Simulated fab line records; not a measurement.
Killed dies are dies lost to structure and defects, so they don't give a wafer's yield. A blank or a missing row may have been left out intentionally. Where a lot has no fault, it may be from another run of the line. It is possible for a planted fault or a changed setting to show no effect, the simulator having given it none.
Struck lot and sound lot, side by side :: flow sky130 :: 26 steps out of a route of 708
Sound: wafers L883.2, L883.3, L883.6. Struck: wafer L888.6 (left out: L888.1, L888.5 of the same lot, which were not struck); the cause appears at the end.
Each step with rows lists, per side, the tool, then ch with its chambers, then its first start. Under that, the readings that differ: sound wafers :: struck wafers :: difference of the means :: sigmas: that difference in standard deviations of wafers without a fault.
alike: words and numbers the same on both sides, and readings whose means are apart by under 2 such deviations; not compared: readings that were withheld, readings missing a value for some wafer, numbers with overlapping values and no deviation given by the record, and bounds like >300 which may hide the same value.
The two part at a step that has a row with sigmas, a row that says differs or no value, or rows on one side only. When numbers do not overlap yet have no deviation, they are printed without sigmas and do not part them. A reading that every wafer of one side lacks parts them only if that side has two wafers or more.

first, 1 step without rows for these wafers: SKY_VIA2_SPUTTER_20 (material TiN, target thk 20 nm, time 80 s).
SKY_VIA2_CVD_21: deposits W, target thk 420 nm, time 126.4 s.
  sound on cvdW-01 ch 0,1, day 36 12:00; struck on cvdW-02 ch 1, day 38 04:09
  alike: chamberPressureTorr, heaterPowerOuterW, heaterPowerW
SKY_VIA2_RS_MEAS_22: uses a four-point probe to measure.
  sound on filmMetro-04 at day 36 12:09; struck on filmMetro-04 at day 38 04:17
  alike: VIA2_W_RS
SKY_VIA2_THK_MEAS_23: measures by xrf.
  sound on filmMetro-04 at day 36 12:16; struck on filmMetro-04 at day 38 04:24
  alike: VIA2_W_THK
SKY_VIA2_CMP_24: polishes, stops on SiO2, t overpolish 20 s, target thk 0 nm.
  sound on cmp-01 ch 1,3, day 36 12:22; struck on cmp-01 ch 0, day 38 04:28
  alike: motorCurrentA, overpolishRunS, timeToEndpointS
SKY_METAL3_SPUTTER_00: material Ti, target thk 15 nm, time 10 s.
  sound on pvdSputter-02 at day 36 12:37; struck on pvdSputter-02 at day 38 04:46
  alike: throttleValvePct
then, 2 steps without rows for these wafers: SKY_METAL3_SPUTTER_01 (material TiN, target thk 20 nm, time 16.7 s); SKY_METAL3_SPUTTER_02 (material AlCu, target thk 735 nm, time 39.1 s).
SKY_METAL3_SPUTTER_03: material Ti, target thk 5 nm, time 3.3 s.
  sound on pvdSputter-02 at day 36 12:42; struck on pvdSputter-02 at day 38 04:51
  alike: throttleValvePct
then, 2 steps without rows for these wafers: SKY_METAL3_SPUTTER_04 (material TiN, target thk 70 nm, time 58.3 s); SKY_CAPM_CVD_00 (deposits SiO2, target thk 15.5 nm).
SKY_CAPM_THK_MEAS_01:
  sound on filmMetro-03 at day 36 12:48; struck on filmMetro-02 at day 38 04:57
reading: CAPM_CVD_00_THK (nm)
sound: 15.3 15.2 15.6
struck: 16.3
difference: +0.9
sigmas: +3
SKY_CAPM_SPUTTER_02: material TiN, target thk 200 nm, time 166.7 s.
  sound on pvdSputter-01 at day 36 12:51; struck on pvdSputter-04 at day 38 05:01
reading: model.TiN_of_CAPM_SPUTTER_02.thkNm (nm)
sound: 201.8 201.7 200.4
struck: 220
difference: +19
sigmas: 
  alike: throttleValvePct
SKY_CAPM_RS_MEAS_03: uses a four-point probe to measure.
  sound on filmMetro-04 at day 36 12:58; struck on filmMetro-02 at day 38 05:25
reading: CAPM_TIN_RS (ohm/sq)
sound: 6.86 6.85 6.90
struck: 6.25
difference: -0.62
sigmas: -6
  not compared: hold
SKY_CAPM_THK_MEAS_04: measures by xrf.
  sound on filmMetro-04 at day 36 13:05; struck on filmMetro-02 at day 38 08:02
reading: CAPM_TIN_THK (nm)
sound: 202 202 201
struck: 218
difference: +16
sigmas: +5
  not compared: hold
then, 6 steps without rows for these wafers: SKY_CAPM_HMDS_06 (prime time 60 s); SKY_CAPM_COAT_07 (resist thk 1140 nm); SKY_CAPM_SOFTBAKE_08 (time 60 s); SKY_CAPM_EXPOSE_09 (exposes mask CAPM, target cd 1000 nm); SKY_CAPM_PEB_10; SKY_CAPM_DEVELOP_11 (develop time 60 s).
SKY_CAPM_OVL_MEAS_12:
  sound on overlay-01 at day 37 14:25; struck on overlay-02 at day 39 06:02
  alike: CAPM_OVL
SKY_CAPM_METAL_ETCH_13: etches TiN in Cl2/BCl3, stops on SiO2, target depth 220 nm, time 62.9 s.
  sound on rieMetal-02 ch 0,1, day 37 14:26; struck on rieMetal-01 ch 0, day 39 06:04
reading: oesProductAu (a.u.)
sound: 0.955 0.938 0.938
struck: 0.968
difference: +0.024
sigmas: +3

reading: throttleValvePct (%)
sound: 21.900 21.911 21.891
struck: 21.877
difference: -0.024
sigmas: -2
  alike: drypumpMotorCurrentA, heBacksideLeakSccm
  not compared: rfHoursCounterH
then, 1 step without rows for these wafers: SKY_CAPM_STRIP_14 (strips in O2/N2).
SKY_CAPM_STRIP_15: strips in post etch residue remover, time 1200 s.
  sound on wetBench-04 ch 2, day 37 14:37; struck on wetBench-04 ch 3, day 39 06:15
reading: model.TiN_of_CAPM_SPUTTER_02.thkNm (nm)
sound: 201.4 201.3 200
struck: 219.6
difference: +18.7
sigmas: 
then, 1 step without rows for these wafers: SKY_CAPM_CLEAN_16 (cleans in IPA, time 180 s).

== WHERE THEY PART ==
First at SKY_CAPM_THK_MEAS_01; last, within this record, at SKY_CAPM_METAL_ETCH_13.

WHY: what the simulator had put in
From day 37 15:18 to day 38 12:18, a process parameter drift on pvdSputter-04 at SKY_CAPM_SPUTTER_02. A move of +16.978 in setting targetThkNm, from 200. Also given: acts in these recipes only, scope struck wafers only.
